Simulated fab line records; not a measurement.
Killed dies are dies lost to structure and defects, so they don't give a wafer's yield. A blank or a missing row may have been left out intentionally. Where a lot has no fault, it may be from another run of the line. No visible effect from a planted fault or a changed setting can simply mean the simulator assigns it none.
The tool behind it: which one? / flow sky130 / at 1 step of a route of 708, 14 lots with 42 wafers sampled

## WHAT EACH GAUGE READ, for each wafer
The record lacks any reading of a measuring or inspecting step that a usual standard deviation could be used to judge.

## WHAT TOOL EACH LOT RAN ON (gives the tool, then ch and the chambers of the sampled wafers, and finally the start)
lot=L840; SKY_METAL5_SPUTTER_04=pvd_sputter-03, day 42 00:32
lot=L841; SKY_METAL5_SPUTTER_04=pvd_sputter-03, day 42 11:15
lot=L844; SKY_METAL5_SPUTTER_04=pvd_sputter-01, day 43 09:47
lot=L845; SKY_METAL5_SPUTTER_04=pvd_sputter-02, day 43 13:41
lot=L846; SKY_METAL5_SPUTTER_04=pvd_sputter-03, day 44 02:53
lot=L847; SKY_METAL5_SPUTTER_04=pvd_sputter-01, day 44 06:59
lot=L848; SKY_METAL5_SPUTTER_04=pvd_sputter-03, day 44 19:27
lot=L849; SKY_METAL5_SPUTTER_04=pvd_sputter-03, day 45 19:26
lot=L850; SKY_METAL5_SPUTTER_04=pvd_sputter-03, day 45 20:50
lot=L851; SKY_METAL5_SPUTTER_04=pvd_sputter-01, day 45 21:21
lot=L853; SKY_METAL5_SPUTTER_04=pvd_sputter-03, day 46 02:35
lot=L858; SKY_METAL5_SPUTTER_04=pvd_sputter-03, day 47 10:57
lot=L859; SKY_METAL5_SPUTTER_04=pvd_sputter-01, day 47 12:14
lot=L861; SKY_METAL5_SPUTTER_04=pvd_sputter-03, day 48 03:39
- SKY_METAL5_SPUTTER_04: material TiN, target thk 70 nm, time 58.3 s.

## WHAT THE TOOLS THEMSELVES READ (means of the sampled wafers that have a number; where no wafer has one, the mark that the record gives instead)
SKY_METAL5_SPUTTER_04.
lot=L840; tool=pvd_sputter-03; chamber_pressure_pa (Pa)=0.3999; throttle_valve_pct (%)=29.1
lot=L841; tool=pvd_sputter-03; chamber_pressure_pa (Pa)=0.3997; throttle_valve_pct (%)=29.3
lot=L844; tool=pvd_sputter-01; chamber_pressure_pa (Pa)=0.3997; throttle_valve_pct (%)=29.6
lot=L845; tool=pvd_sputter-02; chamber_pressure_pa (Pa)=0.4005; throttle_valve_pct (%)=29.7
lot=L846; tool=pvd_sputter-03; chamber_pressure_pa (Pa)=0.4006; throttle_valve_pct (%)=29.3
lot=L847; tool=pvd_sputter-01; chamber_pressure_pa (Pa)=0.4008; throttle_valve_pct (%)=29.8
lot=L848; tool=pvd_sputter-03; chamber_pressure_pa (Pa)=0.4002; throttle_valve_pct (%)=29.4
lot=L849; tool=pvd_sputter-03; chamber_pressure_pa (Pa)=0.4001; throttle_valve_pct (%)=30.1
lot=L850; tool=pvd_sputter-03; chamber_pressure_pa (Pa)=0.4000; throttle_valve_pct (%)=29.5
lot=L851; tool=pvd_sputter-01; chamber_pressure_pa (Pa)=0.4001; throttle_valve_pct (%)=29.7
lot=L853; tool=pvd_sputter-03; chamber_pressure_pa (Pa)=0.4005; throttle_valve_pct (%)=30.1
lot=L858; tool=pvd_sputter-03; chamber_pressure_pa (Pa)=0.3936; throttle_valve_pct (%)=30.4
lot=L859; tool=pvd_sputter-01; chamber_pressure_pa (Pa)=0.4002; throttle_valve_pct (%)=29.5
lot=L861; tool=pvd_sputter-03; chamber_pressure_pa (Pa)=0.3928; throttle_valve_pct (%)=30.5

## THE ANSWER, worked out from the rows above alone
Rule: usual is defined by the lots themselves. Put in order of their means at a reading, lots are off if they are a third of the lots or fewer, leave a main group of 4 or more, and stand apart from it by a gap of 3 or more times the standard deviation of the main group's means; of several such gaps the widest counts. A main group is skipped when, at the precision printed for the reading in the tables above, its means are all equal. A lot without any number at a reading at which 4 lots or more have one is off too. All remaining lots with rows at the step are treated as sound. The gauges are gone through in route order, then the tools' own readings, and for those a lot's mean is taken as printed above. At the first step where some lot is off, the reading lying furthest off is the one used; lots without a number count as furthest.
Off: L858, L861, at SKY_METAL5_SPUTTER_04 (chamber_pressure_pa). For the main group the mean is 0.4002 Pa and the standard deviation 0.00034.
A tool fits if, at that step or a process step before it, it ran every lot that is off, and no sound lot after the first of them. One fits: SKY_METAL5_SPUTTER_04 on pvd_sputter-03. Its last sound lot is L853 (day 46 02:35), its first lot that is off L858 (day 47 10:57): a fault that began between those two fits.
On the lots that are off, the tool's own readings at SKY_METAL5_SPUTTER_04 differ by more than 5 times the standard deviation of the sound lots' means, which bears it out; chamber_pressure_pa reads 0.3932 Pa there versus 0.4002 Pa on the sound lots.

## WHAT THE SIMULATOR HAD PUT IN
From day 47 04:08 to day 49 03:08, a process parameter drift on pvd_sputter-03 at SKY_METAL5_SPUTTER_04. The setting chamber_pressure_pa was moved by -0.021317, starting from 0.4. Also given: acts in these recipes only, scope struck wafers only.
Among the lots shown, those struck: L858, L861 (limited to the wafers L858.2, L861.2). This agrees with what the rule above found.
